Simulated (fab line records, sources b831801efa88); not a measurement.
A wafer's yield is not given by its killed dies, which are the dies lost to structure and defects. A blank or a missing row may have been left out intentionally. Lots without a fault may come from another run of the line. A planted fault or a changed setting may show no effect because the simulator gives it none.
Which tool is to blame? | flow sky130 | Sampling: 12 lots, 36 wafers, 5 of 708 route steps

WHAT EACH GAUGE READ, for each wafer
SKY_FIELD_ISO_BOW_MEAS_00. Usual: for INCOMING_BOW the level is 1 um and the standard deviation is 6.6.
lot  | measured    | on            | INCOMING_BOW (um) | flag
L261 | day 1 15:01 | film metro-02 | 8 6 4             |
L262 | day 1 20:02 | film metro-02 | 4 8 -2            |
L263 | day 2 01:01 | film metro-01 | -5 4 -6           |
L264 | day 2 06:00 | film metro-01 | 8 9 -6            |
L265 | day 2 11:01 | film metro-04 | 19 0 9            |
L271 | day 3 17:02 | film metro-02 | 7 16 2            |
L273 | day 4 03:01 | film metro-04 | 6 -9 -4           |
L276 | day 4 18:01 | film metro-01 | -10 9 4           |
L278 | day 5 04:01 | film metro-04 | -2 -2 -12         |
L279 | day 5 09:01 | film metro-01 | 2 0 10            |
L282 | day 6 00:01 | film metro-04 | 3 12 0            |
L283 | day 6 05:00 | film metro-01 | 20 -2 2           |

SKY_VT_ADJUST_PCH_TW_MEAS_10. Usual: for VT_ADJUST_PCH_TW the level is 142.3 and the standard deviation is 0.73.
lot  | measured     | on            | VT_ADJUST_PCH_TW  | flag
L261 | day 10 14:04 | film metro-04 | 141.7 141.8 141.4 |
L262 | day 10 21:16 | film metro-03 | 142.1 142.7 141.7 |
L263 | day 11 11:40 | film metro-01 | 142.6 141.4 142.5 |
L264 | day 11 19:16 | film metro-04 | 141.4 142.1 141.4 |
L265 | day 12 00:16 | film metro-03 | 143.0 143.0 143.3 |
L271 | day 13 23:44 | film metro-03 | 150.3 152.0 150.2 | OFF
L273 | day 14 11:52 | film metro-04 | 151.5 152.1 150.9 | OFF
L276 | day 15 09:13 | film metro-01 | 143.4 142.6 144.3 |
L278 | day 16 02:43 | film metro-03 | 140.8 141.6 141.3 |
L279 | day 16 13:28 | film metro-04 | 142.8 141.6 142.0 |
L282 | day 17 08:16 | film metro-03 | 141.4 141.5 141.7 |
L283 | day 17 17:07 | film metro-04 | 143.5 142.7 142.9 |

WHICH TOOL RAN EACH LOT (tool, then ch and the chambers of the sampled wafers, then the start)
lot  | SKY_NWELL_STRIP_14                   | SKY_VT_ADJUST_LVTN_STRIP_20          | SKY_VT_ADJUST_PCH_IMPLANT_08
L261 | plasma asher-03 ch 0,1, day 4 17:55  | plasma asher-04 ch 0,1, day 7 21:12  | implanter-04 ch 0, day 10 13:50
L262 | plasma asher-03 ch 0,1, day 4 22:12  | plasma asher-02 ch 0,1, day 8 04:00  | implanter-04 ch 0, day 10 21:03
L263 | plasma asher-04 ch 0,1, day 5 09:07  | plasma asher-04 ch 0,1, day 8 16:31  | implanter-04 ch 0, day 11 11:26
L264 | plasma asher-02 ch 0,1, day 5 15:16  | plasma asher-04 ch 0,1, day 8 22:07  | implanter-02 ch 0, day 11 19:01
L265 | plasma asher-03 ch 0,1, day 5 19:40  | plasma asher-02 ch 0, day 9 04:49    | implanter-02 ch 0, day 12 00:02
L271 | plasma asher-02 ch 0,1, day 7 08:12  | plasma asher-02 ch 0,1, day 10 23:02 | implanter-04 ch 0, day 13 23:31
L273 | plasma asher-04 ch 0,1, day 7 17:55  | plasma asher-02 ch 0,1, day 11 09:51 | implanter-04 ch 0, day 14 11:38
L276 | plasma asher-04 ch 0,1, day 8 09:16  | plasma asher-02 ch 0,1, day 12 04:21 | implanter-02 ch 0, day 15 08:59
L278 | plasma asher-03 ch 1, day 8 23:40    | plasma asher-02 ch 0, day 12 21:22   | implanter-01 ch 0, day 16 02:29
L279 | plasma asher-02 ch 0,1, day 9 06:40  | plasma asher-01 ch 0,1, day 13 05:25 | implanter-01 ch 0, day 16 13:14
L282 | plasma asher-03 ch 0,1, day 9 21:58  | plasma asher-01 ch 0,1, day 13 23:12 | implanter-04 ch 0, day 17 08:02
L283 | plasma asher-04 ch 0,1, day 10 04:58 | plasma asher-04 ch 0,1, day 14 05:45 | implanter-01 ch 0, day 17 16:52
- SKY_NWELL_STRIP_14: strips in O2/N2.
- SKY_VT_ADJUST_LVTN_STRIP_20: strips in O2/N2.
- SKY_VT_ADJUST_PCH_IMPLANT_08

AS READ BY THE TOOLS THEMSELVES (means over the sampled wafers that have a number; for cases with no such wafer, the mark the record gives instead)
SKY_NWELL_STRIP_14. Usual: drypump motor current A 5.8 A, standard deviation 0.38; oes product au 0.722 a.u., standard deviation 0.0041; strip time to endpoint s 36.35 s, standard deviation 0.081.
lot  | tool            | drypump motor current A (A) | oes product au (a.u.) | strip time to endpoint s (s) | flag
L261 | plasma asher-03 | 5.7                         | 0.720                 | 36.53                        |
L262 | plasma asher-03 | 5.7                         | 0.727                 | 36.30                        |
L263 | plasma asher-04 | 5.5                         | 0.722                 | 36.39                        |
L264 | plasma asher-02 | 6.0                         | 0.724                 | 36.46                        |
L265 | plasma asher-03 | 6.0                         | 0.721                 | 36.34                        |
L271 | plasma asher-02 | 6.2                         | 0.720                 | 36.25                        |
L273 | plasma asher-04 | 5.7                         | 0.723                 | 36.39                        |
L276 | plasma asher-04 | 5.6                         | 0.724                 | 36.29                        |
L278 | plasma asher-03 | 5.4                         | 0.720                 | 36.30                        |
L279 | plasma asher-02 | 6.0                         | 0.718                 | 36.38                        |
L282 | plasma asher-03 | 6.0                         | 0.720                 | 36.27                        |
L283 | plasma asher-04 | 5.6                         | 0.717                 | 36.38                        |

SKY_VT_ADJUST_LVTN_STRIP_20. Usual: drypump motor current A 5.8 A, standard deviation 0.43; oes product au 0.716 a.u., standard deviation 0.0051; strip time to endpoint s 14.16 s, standard deviation 0.039.
lot  | tool            | drypump motor current A (A) | oes product au (a.u.) | strip time to endpoint s (s) | flag
L261 | plasma asher-04 | 5.7                         | 0.718                 | 14.11                        |
L262 | plasma asher-02 | 6.2                         | 0.715                 | 14.12                        |
L263 | plasma asher-04 | 5.6                         | 0.714                 | 14.17                        |
L264 | plasma asher-04 | 5.6                         | 0.714                 | 14.23                        |
L265 | plasma asher-02 | 6.4                         | 0.714                 | 14.16                        |
L271 | plasma asher-02 | 6.2                         | 0.715                 | 14.15                        |
L273 | plasma asher-02 | 6.2                         | 0.713                 | 14.10                        |
L276 | plasma asher-02 | 6.2                         | 0.714                 | 14.17                        |
L278 | plasma asher-02 | 6.4                         | 0.723                 | 14.20                        |
L279 | plasma asher-01 | 5.3                         | 0.716                 | 14.21                        |
L282 | plasma asher-01 | 5.3                         | 0.715                 | 14.15                        |
L283 | plasma asher-04 | 5.6                         | 0.718                 | 14.13                        |

SKY_VT_ADJUST_PCH_IMPLANT_08. Usual: dose ions cm2 5e+11, standard deviation 5.8e+08; faraday current uA 2.82, standard deviation 0.054.
lot  | tool         | dose ions cm2 | faraday current uA | flag
L261 | implanter-04 | 5e+11         | 2.74               |
L262 | implanter-04 | 5e+11         | 2.86               |
L263 | implanter-04 | 5e+11         | 2.82               |
L264 | implanter-02 | 5e+11         | 2.83               |
L265 | implanter-02 | 5e+11         | 2.85               |
L271 | implanter-04 | 6e+11         | 3.56               | OFF
L273 | implanter-04 | 6e+11         | 3.54               | OFF
L276 | implanter-02 | 5e+11         | 2.84               |
L278 | implanter-01 | 5e+11         | 2.84               |
L279 | implanter-01 | 5e+11         | 2.83               |
L282 | implanter-04 | 5e+11         | 2.78               |
L283 | implanter-01 | 5e+11         | 2.80               |

THE ANSWER, worked out from the rows above alone
Rule: a lot is off if the mean of its wafers that have a number lies more than 3 standard deviations from the usual mean. A lot without any number at a reading at which 4 lots or more have one is off too. All remaining lots with rows at the step are treated as sound. After the gauges, taken in route order, come the tools' own readings; for these a lot's mean is taken, as printed above. The first step at which some lot is off is used, and at that step the reading that is off furthest; a lot without a number counts as furthest.
Off: L271, L273, at SKY_VT_ADJUST_PCH_TW_MEAS_10 (VT_ADJUST_PCH_TW).
If a tool, at a process step before that reading, ran all the lots that are off and no sound lot after the first of them, it fits. Not tried: the gauges at SKY_VT_ADJUST_PCH_TW_MEAS_10; whatever is off there is also off at SKY_VT_ADJUST_PCH_IMPLANT_08, on other tools, and gauge error can't account for it. None of those tried fits.

WHAT HAD BEEN PUT IN BY THE SIMULATOR
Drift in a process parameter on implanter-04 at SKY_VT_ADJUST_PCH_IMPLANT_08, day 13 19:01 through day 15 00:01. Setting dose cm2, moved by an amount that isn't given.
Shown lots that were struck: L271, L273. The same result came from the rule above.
